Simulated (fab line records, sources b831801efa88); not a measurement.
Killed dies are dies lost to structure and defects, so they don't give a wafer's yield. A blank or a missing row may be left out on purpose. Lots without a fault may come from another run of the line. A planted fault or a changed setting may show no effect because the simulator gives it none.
Which tool did it? | flow gf180mcu | 11 lots, 33 wafers sampled, at 5 steps of a route of 602

WHAT THE GAUGES READ, wafer by wafer
GF_V3_BOW_MEAS_05. Usual: V3_BOW 119 um, standard deviation 9.2.
lot  | measured     | on            | V3_BOW (um) | flag
L513 | day 23 00:39 | film_metro-04 | 110 118 114 |
L514 | day 23 15:10 | film_metro-04 | 120 113 126 |
L515 | day 23 21:53 | film_metro-04 | 125 106 123 |
L517 | day 24 16:16 | film_metro-01 | 134 124 123 |
L518 | day 24 22:04 | film_metro-01 | 128 142 140 |
L522 | day 26 07:39 | film_metro-03 | 115 113 107 |
L523 | day 26 16:07 | film_metro-04 | 114 118 122 |
L525 | day 27 04:41 | film_metro-03 | 104 110 118 |
L526 | day 27 14:00 | film_metro-01 | 128 128 130 |
L527 | day 27 20:24 | film_metro-03 | 112 114 117 |
L531 | day 28 19:38 | film_metro-01 | 136 129 133 |

GF_V3_RS_MEAS_24: measures by four-point-probe. Usual: V3_W_RS 0.3291 ohm/sq, standard deviation 0.003.
lot  | measured     | on            | V3_W_RS (ohm/sq)                          | flag
L513 | day 24 00:54 | film_metro-01 | 0.3316 0.3339 0.3345 0.3314 0.3344 0.3338 |
L514 | day 24 14:16 | film_metro-01 | 0.3344 0.3266 0.3353 0.3333 0.3275 0.3351 |
L515 | day 24 21:55 | film_metro-01 | 0.3305 0.3316 0.3285 0.3312 0.3324 0.3294 |
L517 | day 25 14:57 | film_metro-01 | 0.3299 0.3329 0.3256                      |
L518 | day 25 20:38 | film_metro-03 | 0.3275 0.3299 0.3302                      |
L522 | day 27 05:19 | film_metro-04 | 0.3268 0.3274 0.3276                      |
L523 | day 27 13:26 | film_metro-04 | 0.3259 0.3247 0.3247                      |
L525 | day 28 01:11 | film_metro-03 | 0.3263 0.3262 0.3242                      |
L526 | day 28 10:41 | film_metro-04 | 0.3270 0.3296 0.3279                      |
L527 | day 28 16:42 | film_metro-01 | 0.3325 0.3292 0.3242                      |
L531 | day 29 16:00 | film_metro-01 | 0.3262 0.3252 0.3297                      |

WHICH TOOL RAN EACH LOT (tool, then ch and the chambers of the sampled wafers, then the start)
lot  | GF_M3_STRIP_17                       | GF_V3_STRIP_18                       | GF_V3_SPUTTER_21
L513 | plasma_asher-01 ch 0,1, day 22 23:31 | plasma_asher-03 ch 0,1, day 24 00:07 | pvd_sputter-04, day 24 00:39
L514 | plasma_asher-01 ch 0,1, day 23 14:02 | plasma_asher-04 ch 0,1, day 24 13:29 | pvd_sputter-04, day 24 14:00
L515 | plasma_asher-02 ch 0,1, day 23 20:46 | plasma_asher-03 ch 0,1, day 24 21:03 | pvd_sputter-04, day 24 21:41
L517 | plasma_asher-04 ch 0,1, day 24 15:10 | plasma_asher-04 ch 0,1, day 25 14:11 | pvd_sputter-04, day 25 14:44
L518 | plasma_asher-01 ch 0,1, day 24 20:56 | plasma_asher-01 ch 0,1, day 25 19:53 | pvd_sputter-04, day 25 20:25
L522 | plasma_asher-02 ch 0, day 26 06:29   | plasma_asher-04 ch 0,1, day 27 04:26 | pvd_sputter-02, day 27 05:05
L523 | plasma_asher-04 ch 0,1, day 26 14:53 | plasma_asher-01 ch 0,1, day 27 12:35 | pvd_sputter-03, day 27 13:07
L525 | plasma_asher-04 ch 1, day 27 03:14   | plasma_asher-04 ch 1, day 28 00:25   | pvd_sputter-02, day 28 00:59
L526 | plasma_asher-04 ch 0,1, day 27 12:55 | plasma_asher-04 ch 0,1, day 28 09:56 | pvd_sputter-02, day 28 10:28
L527 | plasma_asher-04 ch 0,1, day 27 19:17 | plasma_asher-04 ch 0,1, day 28 15:56 | pvd_sputter-03, day 28 16:28
L531 | plasma_asher-04 ch 0,1, day 28 18:31 | plasma_asher-04 ch 0,1, day 29 15:13 | pvd_sputter-02, day 29 15:43
- GF_M3_STRIP_17: strips in O2/N2.
- GF_V3_STRIP_18: strips in O2/N2.
- GF_V3_SPUTTER_21: material Ti, target thk 15 nm, time 80.02 s.

WHAT THE TOOLS THEMSELVES READ (means of the sampled wafers that have a number; where no wafer has one, the mark that the record gives instead)
GF_M3_STRIP_17. Usual: drypump_motor_current_A 5.62 A, standard deviation 0.28; heater_power_w 332 W, standard deviation 39; oes_product_au 0.537 a.u., standard deviation 0.0044; strip_time_to_endpoint_s 7.38 s, standard deviation 0.043.
lot  | tool            | drypump_motor_current_A (A) | heater_power_w (W) | oes_product_au (a.u.) | strip_time_to_endpoint_s (s) | flag
L513 | plasma_asher-01 | 6.07                        | 353                | 0.538                 | 7.34                         |
L514 | plasma_asher-01 | 5.74                        | 323                | 0.537                 | 7.35                         |
L515 | plasma_asher-02 | 5.55                        | 322                | 0.538                 | 7.39                         |
L517 | plasma_asher-04 | 5.47                        | 311                | 0.542                 | 7.44                         |
L518 | plasma_asher-01 | 6.06                        | 347                | 0.536                 | 7.36                         |
L522 | plasma_asher-02 | 5.41                        | 297                | 0.538                 | 7.43                         |
L523 | plasma_asher-04 | 5.53                        | 338                | 0.539                 | 7.37                         |
L525 | plasma_asher-04 | 5.45                        | 285                | 0.532                 | 7.38                         |
L526 | plasma_asher-04 | 5.54                        | 340                | 0.538                 | 7.41                         |
L527 | plasma_asher-04 | 5.54                        | 340                | 0.541                 | 7.40                         |
L531 | plasma_asher-04 | 5.53                        | 333                | 0.532                 | 7.35                         |

GF_V3_STRIP_18. Usual: drypump_motor_current_A 5.8 A, standard deviation 0.41; heater_power_w 329 W, standard deviation 31; oes_product_au 0.593 a.u., standard deviation 0.005.
lot  | tool            | drypump_motor_current_A (A) | heater_power_w (W) | oes_product_au (a.u.) | flag
L513 | plasma_asher-03 | 6.1                         | 337                | 0.594                 |
L514 | plasma_asher-04 | 5.5                         | 311                | 0.594                 |
L515 | plasma_asher-03 | 6.1                         | 337                | 0.592                 |
L517 | plasma_asher-04 | 5.5                         | 318                | 0.591                 |
L518 | plasma_asher-01 | 6.0                         | 349                | 0.593                 |
L522 | plasma_asher-04 | 5.5                         | 309                | 0.594                 |
L523 | plasma_asher-01 | 5.7                         | 330                | 0.597                 |
L525 | plasma_asher-04 | 5.4                         | 285                | 0.594                 |
L526 | plasma_asher-04 | 5.6                         | 335                | 0.598                 |
L527 | plasma_asher-04 | 5.5                         | 337                | 0.587                 |
L531 | plasma_asher-04 | 5.5                         | 309                | 0.591                 |

GF_V3_SPUTTER_21. Usual: cathode_dc_power_W 2500.0 W, standard deviation 0.44; chamber_pressure_pa 5.000 Pa, standard deviation 0.01; throttle_valve_pct 29.6 %, standard deviation 1.2.
lot  | tool           | cathode_dc_power_W (W) | chamber_pressure_pa (Pa) | throttle_valve_pct (%) | flag
L513 | pvd_sputter-04 | -                      | -                        | -                      | OFF
L514 | pvd_sputter-04 | -                      | -                        | -                      | OFF
L515 | pvd_sputter-04 | -                      | -                        | -                      | OFF
L517 | pvd_sputter-04 | 2500.1                 | 5.002                    | 28.7                   |
L518 | pvd_sputter-04 | 2500.0                 | 4.992                    | 29.0                   |
L522 | pvd_sputter-02 | 2500.0                 | 5.000                    | 29.3                   |
L523 | pvd_sputter-03 | 2499.8                 | 5.006                    | 30.7                   |
L525 | pvd_sputter-02 | 2499.8                 | 5.007                    | 29.5                   |
L526 | pvd_sputter-02 | 2500.3                 | 4.999                    | 29.7                   |
L527 | pvd_sputter-03 | 2500.0                 | 4.998                    | 30.8                   |
L531 | pvd_sputter-02 | 2500.0                 | 5.005                    | 29.5                   |

THE ANSWER, worked out from the rows above alone
Rule: a lot is off if the mean of its wafers that have a number lies more than 3 standard deviations from the usual mean. A lot without any number at a reading at which 4 lots or more have one is off too. The other lots that the step has rows for count as sound. The gauges are gone through in route order, then the tools' own readings, and for those a lot's mean is taken as printed above. The first step at which some lot is off is used, and at that step the reading that is off furthest; a lot without a number counts as furthest.
Off: L513, L514, L515, at GF_V3_SPUTTER_21 (cathode_dc_power_W). Without a number there: L513, L514, L515.
A tool fits if, at that step or a process step before it, it ran every lot that is off, and no sound lot after the first of them. None of those tried fits.

WHAT THE SIMULATOR HAD PUT IN
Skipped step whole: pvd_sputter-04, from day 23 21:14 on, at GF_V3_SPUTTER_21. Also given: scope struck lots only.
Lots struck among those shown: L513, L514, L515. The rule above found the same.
